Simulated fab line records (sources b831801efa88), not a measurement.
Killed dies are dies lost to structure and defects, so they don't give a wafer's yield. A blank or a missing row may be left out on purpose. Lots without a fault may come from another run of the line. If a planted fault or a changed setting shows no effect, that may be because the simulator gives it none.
Split-lot trial :: flow sfq line :: 23 wafers read from 5 lots, route of 325 steps

## SPLIT DETAILS
At SFQ_TRILAYER_M3_LITHO_COAT_080 (resist thk 62 nm), the setting spin rpm was moved away from the recipe's 3000 rpm on 6 of the 23 wafers read, by -6.6% to +3.8%. The other wafers ran this setting at the recipe's value.

The reading is taken at the split's own step.

## THE READING
BARC_of_TRILAYER_M3_LITHO_COAT_080.thk nm (the simulator's own value, which no gauge read), in nm, at SFQ_TRILAYER_M3_LITHO_COAT_080 (resist thk 62 nm). There is no usual value for it anywhere in the file. Average 62.03 nm, standard deviation 0.14 nm, over the 17 wafers here run with the recipe.

wafer: L076.1
tool, chamber at the split: litho track-01, 0
spin rpm as run, rpm: 3000
against the recipe: recipe
BARC_of_TRILAYER_M3_LITHO_COAT_080.thk nm, nm: 62.24
against lot-mates on the recipe: -

wafer: L076.2
tool, chamber at the split: litho track-01, 0
spin rpm as run, rpm: 3000
against the recipe: recipe
BARC_of_TRILAYER_M3_LITHO_COAT_080.thk nm, nm: 62.02
against lot-mates on the recipe: -

wafer: L076.3
tool, chamber at the split: litho track-01, 0
spin rpm as run, rpm: 3000
against the recipe: recipe
BARC_of_TRILAYER_M3_LITHO_COAT_080.thk nm, nm: 62.11
against lot-mates on the recipe: -

wafer: L076.5
tool, chamber at the split: litho track-01, 0
spin rpm as run, rpm: 3000
against the recipe: recipe
BARC_of_TRILAYER_M3_LITHO_COAT_080.thk nm, nm: 61.99
against lot-mates on the recipe: -

wafer: L076.6
tool, chamber at the split: litho track-01, 0
spin rpm as run, rpm: 3000
against the recipe: recipe
BARC_of_TRILAYER_M3_LITHO_COAT_080.thk nm, nm: 62.19
against lot-mates on the recipe: -

wafer: L077.1
tool, chamber at the split: litho track-01, 0
spin rpm as run, rpm: 2801
against the recipe: -6.6%
BARC_of_TRILAYER_M3_LITHO_COAT_080.thk nm, nm: 64.07
against lot-mates on the recipe: +2.21

wafer: L077.3
tool, chamber at the split: litho track-01, 0
spin rpm as run, rpm: 2801
against the recipe: -6.6%
BARC_of_TRILAYER_M3_LITHO_COAT_080.thk nm, nm: 64.04
against lot-mates on the recipe: +2.19

wafer: L077.4
tool, chamber at the split: litho track-01, 0
spin rpm as run, rpm: 3000
against the recipe: recipe
BARC_of_TRILAYER_M3_LITHO_COAT_080.thk nm, nm: 61.93
against lot-mates on the recipe: -

wafer: L077.5
tool, chamber at the split: litho track-01, 0
spin rpm as run, rpm: 2801
against the recipe: -6.6%
BARC_of_TRILAYER_M3_LITHO_COAT_080.thk nm, nm: 64.24
against lot-mates on the recipe: +2.38

wafer: L077.6
tool, chamber at the split: litho track-01, 0
spin rpm as run, rpm: 3000
against the recipe: recipe
BARC_of_TRILAYER_M3_LITHO_COAT_080.thk nm, nm: 61.78
against lot-mates on the recipe: -

wafer: L079.1
tool, chamber at the split: litho track-03, 0
spin rpm as run, rpm: 3000
against the recipe: recipe
BARC_of_TRILAYER_M3_LITHO_COAT_080.thk nm, nm: 61.79
against lot-mates on the recipe: -

wafer: L079.3
tool, chamber at the split: litho track-03, 0
spin rpm as run, rpm: 3000
against the recipe: recipe
BARC_of_TRILAYER_M3_LITHO_COAT_080.thk nm, nm: 62.1
against lot-mates on the recipe: -

wafer: L079.4
tool, chamber at the split: litho track-03, 0
spin rpm as run, rpm: 3000
against the recipe: recipe
BARC_of_TRILAYER_M3_LITHO_COAT_080.thk nm, nm: 62.04
against lot-mates on the recipe: -

wafer: L079.5
tool, chamber at the split: litho track-03, 0
spin rpm as run, rpm: 3000
against the recipe: recipe
BARC_of_TRILAYER_M3_LITHO_COAT_080.thk nm, nm: 62.05
against lot-mates on the recipe: -

wafer: L079.6
tool, chamber at the split: litho track-03, 0
spin rpm as run, rpm: 3000
against the recipe: recipe
BARC_of_TRILAYER_M3_LITHO_COAT_080.thk nm, nm: 61.93
against lot-mates on the recipe: -

wafer: L081.1
tool, chamber at the split: litho track-03, 0
spin rpm as run, rpm: 3000
against the recipe: recipe
BARC_of_TRILAYER_M3_LITHO_COAT_080.thk nm, nm: 62.13
against lot-mates on the recipe: -

wafer: L081.3
tool, chamber at the split: litho track-03, 0
spin rpm as run, rpm: 3000
against the recipe: recipe
BARC_of_TRILAYER_M3_LITHO_COAT_080.thk nm, nm: 62.17
against lot-mates on the recipe: -

wafer: L081.4
tool, chamber at the split: litho track-03, 0
spin rpm as run, rpm: 3000
against the recipe: recipe
BARC_of_TRILAYER_M3_LITHO_COAT_080.thk nm, nm: 62.14
against lot-mates on the recipe: -

wafer: L083.1
tool, chamber at the split: litho track-03, 0
spin rpm as run, rpm: 3113
against the recipe: +3.8%
BARC_of_TRILAYER_M3_LITHO_COAT_080.thk nm, nm: 60.95
against lot-mates on the recipe: -1.01

wafer: L083.2
tool, chamber at the split: litho track-03, 0
spin rpm as run, rpm: 3113
against the recipe: +3.8%
BARC_of_TRILAYER_M3_LITHO_COAT_080.thk nm, nm: 60.93
against lot-mates on the recipe: -1.03

wafer: L083.3
tool, chamber at the split: litho track-03, 0
spin rpm as run, rpm: 3000
against the recipe: recipe
BARC_of_TRILAYER_M3_LITHO_COAT_080.thk nm, nm: 62.1
against lot-mates on the recipe: -

wafer: L083.4
tool, chamber at the split: litho track-03, 0
spin rpm as run, rpm: 3113
against the recipe: +3.8%
BARC_of_TRILAYER_M3_LITHO_COAT_080.thk nm, nm: 61.11
against lot-mates on the recipe: -0.85

wafer: L083.6
tool, chamber at the split: litho track-03, 0
spin rpm as run, rpm: 3000
against the recipe: recipe
BARC_of_TRILAYER_M3_LITHO_COAT_080.thk nm, nm: 61.82
against lot-mates on the recipe: -

THE FIT
A straight line over all 23 wafers: BARC_of_TRILAYER_M3_LITHO_COAT_080.thk nm changes by -0.304 nm for each +1% of spin rpm; r = -0.99; the points scatter about the line by 0.14 nm.
The same after taking each lot's own level away (the mean of its wafers on the recipe; 23 wafers): -0.318 nm for each +1%; r = -0.99; scatter 0.13 nm.
According to that fit, moving spin rpm by its largest amount changes the reading by 2.1 nm.
Measured against the standard deviation above, the lots' own levels, which go from 61.855 to 62.147 nm, span 2.1 times it.
Consequently the slope shifts little with the lot-to-lot level, the two slopes agreeing.
Check: with one of the wafers moved furthest among these (-6.6%) left out of the fit, the line predicts +2.14 nm for it against its lot-mates. It came out at +2.21 nm against them.

## FILE'S OWN FIT
BARC_of_TRILAYER_M3_LITHO_COAT_080.thk nm changes by -0.32 nm for each +1% of spin rpm, r = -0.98.
